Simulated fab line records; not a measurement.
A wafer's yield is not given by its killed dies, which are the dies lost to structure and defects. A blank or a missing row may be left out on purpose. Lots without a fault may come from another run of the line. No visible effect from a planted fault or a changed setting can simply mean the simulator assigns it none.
What tool caused it? / flow sky130 / Sampling: 14 lots, 42 wafers, 2 of 708 route steps

WHAT THE GAUGES SHOWED, per wafer
SKY_SONOS_ONO_THK_MEAS_01.
lot=L344; measured=day 11 09:49; on=filmMetro-03; SONOS_ONO_OXIDATION_THK (nm)=2.48 2.47 2.55
lot=L345; measured=day 11 21:47; on=filmMetro-02; SONOS_ONO_OXIDATION_THK (nm)=2.56 2.62 2.65
lot=L346; measured=day 12 00:37; on=filmMetro-03; SONOS_ONO_OXIDATION_THK (nm)=2.50 2.57 2.61
lot=L347; measured=day 12 04:17; on=filmMetro-02; SONOS_ONO_OXIDATION_THK (nm)=2.55 2.56 2.67
lot=L348; measured=day 13 10:31; on=filmMetro-02; SONOS_ONO_OXIDATION_THK (nm)=2.54 2.54 2.65
lot=L350; measured=day 14 10:38; on=filmMetro-02; SONOS_ONO_OXIDATION_THK (nm)=2.64 2.62 2.59
lot=L351; measured=day 14 10:38; on=filmMetro-03; SONOS_ONO_OXIDATION_THK (nm)=2.58 2.67 2.63
lot=L352; measured=day 14 14:56; on=filmMetro-02; SONOS_ONO_OXIDATION_THK (nm)=2.63 2.68 2.68
lot=L353; measured=day 15 00:07; on=filmMetro-04; SONOS_ONO_OXIDATION_THK (nm)=2.71 2.79 2.72
lot=L354; measured=day 15 09:31; on=filmMetro-03; SONOS_ONO_OXIDATION_THK (nm)=2.78 2.78 2.73
lot=L357; measured=day 16 00:56; on=filmMetro-04; SONOS_ONO_OXIDATION_THK (nm)=2.57 2.53 2.58
lot=L365; measured=day 18 16:27; on=filmMetro-04; SONOS_ONO_OXIDATION_THK (nm)=2.55 2.60 2.59
lot=L366; measured=day 18 16:27; on=filmMetro-02; SONOS_ONO_OXIDATION_THK (nm)=2.49 2.59 2.58
lot=L367; measured=day 19 02:20; on=filmMetro-03; SONOS_ONO_OXIDATION_THK (nm)=2.60 2.67 2.71

TOOL THAT RAN EACH LOT (tool first, then ch and the chambers of the sampled wafers, then the start)
lot=L344; SKY_SONOS_ONO_OXIDATION_00=furnace-02 ch 0, day 11 08:27
lot=L345; SKY_SONOS_ONO_OXIDATION_00=furnace-02 ch 0, day 11 20:27
lot=L346; SKY_SONOS_ONO_OXIDATION_00=furnace-01 ch 0, day 11 23:15
lot=L347; SKY_SONOS_ONO_OXIDATION_00=furnace-02 ch 0, day 12 02:57
lot=L348; SKY_SONOS_ONO_OXIDATION_00=furnace-01 ch 0, day 13 09:08
lot=L350; SKY_SONOS_ONO_OXIDATION_00=furnace-01 ch 0, day 14 09:17
lot=L351; SKY_SONOS_ONO_OXIDATION_00=furnace-01 ch 0, day 14 09:17
lot=L352; SKY_SONOS_ONO_OXIDATION_00=furnace-01 ch 0, day 14 13:35
lot=L353; SKY_SONOS_ONO_OXIDATION_00=furnace-01 ch 0, day 14 22:45
lot=L354; SKY_SONOS_ONO_OXIDATION_00=furnace-01 ch 0, day 15 08:10
lot=L357; SKY_SONOS_ONO_OXIDATION_00=furnace-02 ch 0, day 15 23:34
lot=L365; SKY_SONOS_ONO_OXIDATION_00=furnace-01 ch 0, day 18 15:05
lot=L366; SKY_SONOS_ONO_OXIDATION_00=furnace-01 ch 0, day 18 15:05
lot=L367; SKY_SONOS_ONO_OXIDATION_00=furnace-01 ch 0, day 19 00:59
- SKY_SONOS_ONO_OXIDATION_00: stabilise 600 s, purge 300 s, target thk 2.6 nm.

WHAT THE TOOLS THEMSELVES READ (means of the sampled wafers that have a number; where no wafer has one, the mark that the record gives instead)
SKY_SONOS_ONO_OXIDATION_00.
lot=L344; tool=furnace-02; spikeTcCentreC (C)=799.7; spikeTcLowerC (C)=799.8; spikeTcTopC (C)=812.1; spikeTcUpperC (C)=799.5; tubeCenterTempC (C)=799.96; tube_center_temp_C_max=801.9; zonePowerBottomPct (%)=23.1
lot=L345; tool=furnace-02; spikeTcCentreC (C)=799.5; spikeTcLowerC (C)=801.0; spikeTcTopC (C)=811.3; spikeTcUpperC (C)=799.2; tubeCenterTempC (C)=799.95; tube_center_temp_C_max=802.3; zonePowerBottomPct (%)=23.4
lot=L346; tool=furnace-01; spikeTcCentreC (C)=801.9; spikeTcLowerC (C)=800.9; spikeTcTopC (C)=812.9; spikeTcUpperC (C)=800.2; tubeCenterTempC (C)=799.95; tube_center_temp_C_max=802.1; zonePowerBottomPct (%)=22.0
lot=L347; tool=furnace-02; spikeTcCentreC (C)=799.5; spikeTcLowerC (C)=800.9; spikeTcTopC (C)=810.8; spikeTcUpperC (C)=799.0; tubeCenterTempC (C)=799.98; tube_center_temp_C_max=802.2; zonePowerBottomPct (%)=23.3
lot=L348; tool=furnace-01; spikeTcCentreC (C)=802.9; spikeTcLowerC (C)=801.6; spikeTcTopC (C)=813.5; spikeTcUpperC (C)=800.6; tubeCenterTempC (C)=799.97; tube_center_temp_C_max=801.7; zonePowerBottomPct (%)=21.8
lot=L350; tool=furnace-01; spikeTcCentreC (C)=803.0; spikeTcLowerC (C)=799.9; spikeTcTopC (C)=814.5; spikeTcUpperC (C)=800.2; tubeCenterTempC (C)=799.97; tube_center_temp_C_max=801.6; zonePowerBottomPct (%)=21.7
lot=L351; tool=furnace-01; spikeTcCentreC (C)=801.7; spikeTcLowerC (C)=801.8; spikeTcTopC (C)=813.5; spikeTcUpperC (C)=799.3; tubeCenterTempC (C)=800.03; tube_center_temp_C_max=802.0; zonePowerBottomPct (%)=21.8
lot=L352; tool=furnace-01; spikeTcCentreC (C)=801.5; spikeTcLowerC (C)=800.8; spikeTcTopC (C)=814.4; spikeTcUpperC (C)=799.2; tubeCenterTempC (C)=800.04; tube_center_temp_C_max=802.3; zonePowerBottomPct (%)=21.7
lot=L353; tool=furnace-01; spikeTcCentreC (C)=806.3; spikeTcLowerC (C)=804.6; spikeTcTopC (C)=818.2; spikeTcUpperC (C)=804.4; tubeCenterTempC (C)=803.98; tube_center_temp_C_max=806.0; zonePowerBottomPct (%)=22.1
lot=L354; tool=furnace-01; spikeTcCentreC (C)=806.2; spikeTcLowerC (C)=805.8; spikeTcTopC (C)=817.3; spikeTcUpperC (C)=803.7; tubeCenterTempC (C)=803.97; tube_center_temp_C_max=805.8; zonePowerBottomPct (%)=21.9
lot=L357; tool=furnace-02; spikeTcCentreC (C)=800.4; spikeTcLowerC (C)=800.3; spikeTcTopC (C)=810.1; spikeTcUpperC (C)=798.7; tubeCenterTempC (C)=800.02; tube_center_temp_C_max=802.0; zonePowerBottomPct (%)=23.2
lot=L365; tool=furnace-01; spikeTcCentreC (C)=801.7; spikeTcLowerC (C)=800.8; spikeTcTopC (C)=813.7; spikeTcUpperC (C)=800.5; tubeCenterTempC (C)=799.99; tube_center_temp_C_max=802.0; zonePowerBottomPct (%)=21.6
lot=L366; tool=furnace-01; spikeTcCentreC (C)=801.9; spikeTcLowerC (C)=801.5; spikeTcTopC (C)=813.4; spikeTcUpperC (C)=800.4; tubeCenterTempC (C)=799.97; tube_center_temp_C_max=802.3; zonePowerBottomPct (%)=22.1
lot=L367; tool=furnace-01; spikeTcCentreC (C)=801.3; spikeTcLowerC (C)=800.6; spikeTcTopC (C)=813.5; spikeTcUpperC (C)=801.5; tubeCenterTempC (C)=799.95; tube_center_temp_C_max=802.2; zonePowerBottomPct (%)=21.7

THE ANSWER, worked out from the rows above alone
Rule: what is usual is taken from the lots themselves. The widest of any qualifying gaps counts: lots, ordered by their means at a reading, are off when they make up no more than a third of the lots, leave a main group of 4 or more, and stand apart from it by 3 or more times the standard deviation of that group's means. If all means in a main group match to the digits the tables above print for the reading, that group is not used. Also off: a lot with no number at a reading for which 4 or more lots have one. All remaining lots with rows at the step are treated as sound. The gauges are gone through in route order, then the tools' own readings, and for those a lot's mean is taken as printed above. At the first step where some lot is off, the reading lying furthest off is the one used; lots without a number count as furthest.
Off, at SKY_SONOS_ONO_OXIDATION_00 on tubeCenterTempC: L353, L354. The main group has a mean of 799.98 C with a standard deviation of 0.031.
If a tool, at that step or one of the process steps before it, ran each lot that is off and ran no sound lot following the first of them, it fits. No candidate that was tried fits.

WHAT WAS PUT IN BY THE SIMULATOR
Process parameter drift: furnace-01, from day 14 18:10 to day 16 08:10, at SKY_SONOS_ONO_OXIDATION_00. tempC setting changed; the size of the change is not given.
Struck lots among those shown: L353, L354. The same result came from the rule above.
